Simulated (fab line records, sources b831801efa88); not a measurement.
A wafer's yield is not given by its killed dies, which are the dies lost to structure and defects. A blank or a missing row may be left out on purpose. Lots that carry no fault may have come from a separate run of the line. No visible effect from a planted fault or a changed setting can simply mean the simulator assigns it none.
fab line records	flow sky130
[record] lots = 14	wafers = 42	last-day = 50
route steps=708 shown VIA2@530 METAL3@569 VIA3@575
lots that met no fault: taken from a fault-free run of the same line
start-h: hours from the record's opening day to when the first of the lot's shown wafers began	wait-h: how many hours have passed since the lot's step before this one	" repeats the value in the row above	L1.1+2: one row covering several wafers at once	- either no value or no given start	* or withheld: withheld	< > ~ a bound
route shown NAME@n: a module of which the file shows steps, and the number in the route of the first	usual: the fault-free wafers' mean and standard deviation	same: alike in all rows	chamber/n: place in a boat	sites: per-site readings	_std_site: standard deviation across them	_edge_site: outer sites' mean less inner sites'	radius-mm: for every site, how far away it sits from the centre of the wafer	mask NAME#n: copy n	behind: the tool/chamber that last shaped the wafer	hold: reason for holding the lot/hours on hold/outcome of the hold	device: transistor that didn't switch, given as n, p or np	end of line: at the end of the route, the tests of the same wafers	a step given without rows: its recipe and nothing more	killed: at the first sort, the dies lost to defects and structure; wafer yield is something else	map: shows each die of a wafer: x if killed, . if not, _ if none is there
set.NAME: setting as actually run; set.NAME@STEP: the setting as run at that earlier step	model.NAME: the simulator's own value behind a step, which no gauge read
route steps across a sampled set of lots; one table per step, one row per wafer
services: the hour from which a tool's chamber was out of use, counted from the record's first day as start-h (under 0 if before that day), plus the number of hours and why
[[steps]]
[step SKY_VIA2_THK_MEAS_23]
[recipe] thk-meas-gauge = xrf	reads = W_of_VIA2_CVD_21
[usual] VIA2_W_THK = 415/7.8
lot.wafer	tool	chamber	start-h	wait-h	VIA2_W_THK[nm]
L572.1	film-metro-03	-	858.69	0.1	414
L572.2	"	-	"	"	407
L572.5	"	-	"	"	413
L573.2	film-metro-03	-	867.32	0.1	416
L573.3	"	-	"	"	413
L573.4	"	-	"	"	416
L577.2	film-metro-01	-	892.96	0.1	400
L577.4	"	-	"	"	412
L577.5	"	-	"	"	409
L576.2	film-metro-03	-	899.73	0.1	416
L576.3	"	-	"	"	414
L576.5	"	-	"	"	416
L578.3	film-metro-02	-	905.56	0.1	403
L578.4	"	-	"	"	416
L578.5	"	-	"	"	420
L579.3	film-metro-01	-	917.90	0.1	400
L579.4	"	-	"	"	408
L579.6	"	-	"	"	414
L580.2	film-metro-02	-	921.60	0.1	403
L580.3	"	-	"	"	414
L580.5	"	-	"	"	411
L582.1	film-metro-03	-	942.92	0.1	428
L582.3	"	-	"	"	414
L582.5	"	-	"	"	425
L583.1	film-metro-02	-	947.73	0.1	427
L583.4	"	-	"	"	419
L583.6	"	-	"	"	430
L584.1	film-metro-02	-	948.83	0.1	416
L584.3	"	-	"	"	404
L584.5	"	-	"	"	416
L585.1	film-metro-02	-	956.00	0.1	416
L585.3	"	-	"	"	411
L585.6	"	-	"	"	408
L586.2	film-metro-03	-	970.38	0.1	420
L586.3	"	-	"	"	414
L586.4	"	-	"	"	406
L587.2	film-metro-02	-	976.21	0.1	406
L587.5	"	-	"	"	401
L587.6	"	-	"	"	417
L590.1	film-metro-01	-	989.34	0.1	408
L590.2	"	-	"	"	423
L590.4	"	-	"	"	419
[step SKY_METAL3_STRIP_19]
[recipe] chemistry = O2/N2	power-w = 1400	pressure-mtorr = 1500	platen-temp-c = withheld	o2-flow-sccm = 3000	n2-flow-sccm = 300	overash-fraction = 0.5
[usual] drypump-motor-current-A = 5.7/0.46	o2-flow-sccm = 2999/9	oes-product-au = 0.503/0.0067	strip-time-to-endpoint-s = 6.57/0.13
[same] overash-fraction = 0.5
lot.wafer	tool	chamber	start-h	wait-h	drypump-motor-current-A	o2-flow-sccm	oes-product-au	rf-hours-counter-h	strip-time-to-endpoint-s
L572.1	plasma-asher-04	1	912.14	0.1	5.7	2983	0.514	73	6.64
L572.2	"	0	"	"	6.0	2997	0.494	73	6.50
L572.5	"	1	"	"	5.7	2999	0.510	-	6.64
L573.2	plasma-asher-03	0	918.81	0.1	5.0	2996	0.500	114	6.50
L573.3	"	1	"	"	6.0	2998	0.499	-	6.42
L573.4	"	0	"	"	5.1	3004	0.497	-	6.35
L577.2	plasma-asher-01	0	945.71	0.1	6.3	2985	0.505	20	6.64
L577.4	"	0	"	"	6.3	2984	0.507	-	6.66
L577.5	"	0	"	"	6.3	2984	0.502	-	6.50
L576.2	plasma-asher-01	0	951.21	0.1	6.3	2999	0.501	21	6.48
L576.3	"	1	"	"	5.4	3019	0.496	-	6.42
L576.5	"	1	"	"	5.4	3002	0.494	-	6.44
L578.3	plasma-asher-03	0	956.80	0.1	5.0	2991	0.488	-	6.47
L578.4	"	1	"	"	6.0	2990	0.494	-	6.43
L578.5	"	1	"	"	6.0	2982	0.503	-	6.47
L579.3	plasma-asher-01	0	967.74	0.1	6.4	2994	0.515	-	6.74
L579.4	"	1	"	"	5.4	3008	0.502	-	6.55
L579.6	"	1	"	"	5.4	2987	0.502	-	6.56
L580.2	plasma-asher-03	1	972.36	0.1	6.0	2999	0.509	121	6.76
L580.3	"	1	"	"	6.0	2992	0.518	-	6.75
L580.5	"	1	"	"	6.0	2993	0.516	-	6.74
L582.1	plasma-asher-01	1	993.14	0.1	5.4	2990	0.503	26	6.57
L582.3	"	1	"	"	5.4	2993	0.511	-	6.61
L582.5	"	0	"	"	6.4	2994	0.509	-	6.71
L583.1	plasma-asher-03	0	997.91	0.1	5.0	2997	0.505	125	6.75
L583.4	"	0	"	"	5.0	2997	0.517	-	6.81
L583.6	"	1	"	"	6.0	3012	0.498	-	6.57
L584.1	plasma-asher-03	0	998.66	0.1	5.1	2997	0.500	125	6.45
L584.3	"	0	"	"	5.1	2981	0.496	-	6.42
L584.5	"	1	"	"	6.0	2999	0.496	-	6.40
L585.1	plasma-asher-03	1	1006.21	0.1	6.0	3008	0.513	125	6.78
L585.3	"	1	"	"	6.0	3000	0.508	-	6.68
L585.6	"	1	"	"	6.0	3008	0.510	-	6.82
L586.2	plasma-asher-03	0	1019.21	0.1	5.1	2999	0.508	127	6.56
L586.3	"	0	"	"	5.1	3003	0.498	-	6.60
L586.4	"	1	"	"	6.0	2986	0.519	-	6.71
L587.2	plasma-asher-04	1	1025.21	0.1	5.6	3010	0.501	87	6.56
L587.5	"	1	"	"	5.7	2991	0.502	-	6.53
L587.6	"	0	"	"	6.0	2996	0.496	-	6.43
L590.1	plasma-asher-01	0	1038.22	0.1	6.4	3004	0.501	30	6.43
L590.2	"	1	"	"	5.4	3013	0.497	30	6.55
L590.4	"	1	"	"	5.4	3003	0.501	-	6.51
[step SKY_VIA3_CMP_02]
[recipe] material = SiO2	down-force-psi = 4	platen-rpm = 60	pad-velocity-m-s = 0.94248
[usual] motor-current-A = 12.4/1.8
lot.wafer	tool	chamber	start-h	wait-h	motor-current-A
L572.1	cmp-01	0	913.69	0.4	12.8
L572.2	"	1	"	"	11.1
L572.5	"	3	"	"	9.2
L573.3	cmp-02	1	919.75	0.1	10.4
L573.4	"	2	"	"	15.4
L573.2	"	3	"	"	14.0
L577.4	cmp-02	2	946.73	0.1	15.7
L577.2	"	3	"	"	14.1
L577.5	"	1	"	"	10.9
L576.2	cmp-01	1	952.22	0.1	11.5
L576.3	"	2	"	"	13.2
L576.5	"	0	"	"	13.1
L578.3	cmp-02	2	957.76	0.1	15.4
L578.4	"	0	"	"	11.7
L578.5	"	2	"	"	16.0
L579.3	cmp-01	0	968.62	0.1	13.7
L579.4	"	2	"	"	12.0
L579.6	"	3	"	"	9.6
L580.2	cmp-02	3	973.77	0.1	13.9
L580.3	"	0	"	"	11.7
L580.5	"	2	"	"	15.3
L582.3	cmp-02	3	994.16	0.1	14.1
L582.1	"	1	"	"	10.5
L582.5	"	3	"	"	13.4
L583.1	cmp-02	3	998.83	0.1	14.0
L583.4	"	0	"	"	12.1
L583.6	"	0	"	"	11.7
L584.3	cmp-02	0	999.55	0.0	12.5
L584.1	"	1	"	"	10.6
L584.5	"	0	"	"	11.7
L585.3	cmp-02	2	1007.03	0.0	14.2
L585.1	"	0	"	"	12.0
L585.6	"	2	"	"	15.5
L586.4	cmp-01	2	1020.03	0.0	12.9
L586.3	"	0	"	"	13.2
L586.2	"	1	"	"	10.8
L587.2	cmp-01	1	1026.08	0.1	11.1
L587.6	"	0	"	"	12.7
L587.5	"	1	"	"	11.5
L590.4	cmp-02	2	1039.03	0.0	15.1
L590.1	"	0	"	"	11.7
L590.2	"	1	"	"	10.5
[step SKY_VIA3_CMP_24]
[recipe] stop-on = SiO2	t-overpolish-s = 20	down-force-psi = 3.5	platen-rpm = 61.08	target-thk-nm = 0	pad-velocity-m-s = 0.94248
[usual] motor-current-A = 11.3/1.7	overpolish-run-s = 20.000/0.0089	time-to-endpoint-s = 92/6.6
lot.wafer	tool	chamber	start-h	wait-h	motor-current-A	overpolish-run-s	time-to-endpoint-s
L572.2	cmp-01	1	940.33	0.1	10.4	20.002	95
L572.1	"	2	"	"	11.4	19.992	101
L572.5	"	3	"	"	8.7	19.989	103
L573.4	cmp-01	0	946.26	0.0	11.8	19.999	89
L573.2	"	1	"	"	10.3	20.005	86
L573.3	"	3	"	"	9.6	20.016	92
L577.4	cmp-02	2	972.54	0.0	14.9	20.003	90
L577.2	"	1	"	"	9.1	20.004	96
L577.5	"	2	"	"	14.1	20.007	89
L576.3	cmp-02	3	978.26	0.1	12.4	20.019	94
L576.2	"	0	"	"	10.3	20.005	85
L576.5	"	3	"	"	12.8	19.998	94
L578.4	cmp-01	3	984.35	0.1	9.3	19.993	97
L578.3	"	0	"	"	12.1	20.004	95
L578.5	"	1	"	"	10.6	19.986	89
L579.4	cmp-01	1	993.91	0.1	10.5	20.006	86
L579.3	"	3	"	"	8.7	19.987	99
L579.6	"	1	"	"	10.2	20.013	90
L580.2	cmp-01	3	999.51	0.1	8.7	20.017	101
L580.3	"	0	"	"	11.7	19.978	94
L580.5	"	3	"	"	8.9	20.002	101
L582.1	cmp-01	3	1018.80	0.1	8.7	19.999	100
L582.3	"	2	"	"	11.8	20.009	99
L582.5	"	0	"	"	12.6	19.999	97
L583.4	cmp-02	0	1024.03	0.0	11.1	19.983	83
L583.1	"	1	"	"	9.8	20.005	90
L583.6	"	1	"	"	10.0	19.997	91
L584.3	cmp-02	2	1024.91	0.1	14.2	20.001	85
L584.1	"	3	"	"	13.0	19.998	93
L584.5	"	2	"	"	14.2	20.004	85
L585.1	cmp-02	2	1031.54	0.1	13.6	20.000	76
L585.3	"	0	"	"	10.7	20.008	77
L585.6	"	2	"	"	14.3	20.004	78
L586.2	cmp-02	1	1044.10	0.0	9.1	20.018	87
L586.3	"	2	"	"	14.0	19.999	83
L586.4	"	0	"	"	11.3	0.035	147
L587.2	cmp-02	1	1049.33	0.1	9.6	20.010	92
L587.5	"	3	"	"	13.1	19.997	87
L587.6	"	0	"	"	11.2	0.040	151
L590.1	cmp-01	2	1063.23	0.3	11.6	20.000	96
L590.2	"	3	"	"	9.0	19.989	99
L590.4	"	1	"	"	10.4	20.007	90
[[services]]
tool	chamber	start-h	hours	kind
cmp-02	-	912.26	4.0	pm
plasma-asher-01	-	913.00	7.8	repair
cmp-02	-	916.26	-	consumable-replace:conditioner
cmp-02	-	916.26	-	consumable-replace:pad
cmp-01	-	954.70	3.9	repair
cmp-01	-	957.42	3.1	repair
cmp-01	-	970.01	12.1	pm
cmp-02	-	983.78	2.5	repair
plasma-asher-01	-	1017.71	6.1	repair
cmp-02	-	1033.75	1.2	repair
plasma-asher-04	-	1036.06	6.7	pm
cmp-02	-	1044.77	0.7	repair
cmp-02	-	1053.52	14.0	pm
plasma-asher-03	-	1055.34	9.0	pm
plasma-asher-03	0	1055.34	9.0	vent-cycle
plasma-asher-03	1	1055.34	9.0	vent-cycle
[[key]]
[first-sign] step = SKY_VIA3_CMP_24	reading = overpolish-run-s	direction = down	sigmas = 99+	usual = 20.000	struck = 0.038
[effect] step = SKY_VIA3_CMP_24	reading = time-to-endpoint-s	direction = up	sigmas = 8.6	usual = *	struck = *
met-at SKY_VIA3_CMP_24
struck-lots L586,L587
struck-wafers L586.4,L587.6
later-rows-left-out L586.4,L587.6
sort-left-out L586.4,L587.6
not-acting-at SKY_VIA2_THK_MEAS_23,SKY_METAL3_STRIP_19,SKY_VIA3_CMP_02
onset-between 1031.54 1044.10
[fault] kind = process-parameter-drift	tool = cmp-02	chamber = 0	onset-h = 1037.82	steps = SKY_VIA3_CMP_24	channel = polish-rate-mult	offset = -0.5	shape = step	end-h = 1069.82
// sort-left-out: the simulated sort isn't trusted on such a fault, so these wafers' sort isn't shown, and their yield isn't known
// later-rows-left-out: the simulator's readings of these wafers behind a module that went badly wrong aren't trusted and aren't shown, but for the sort
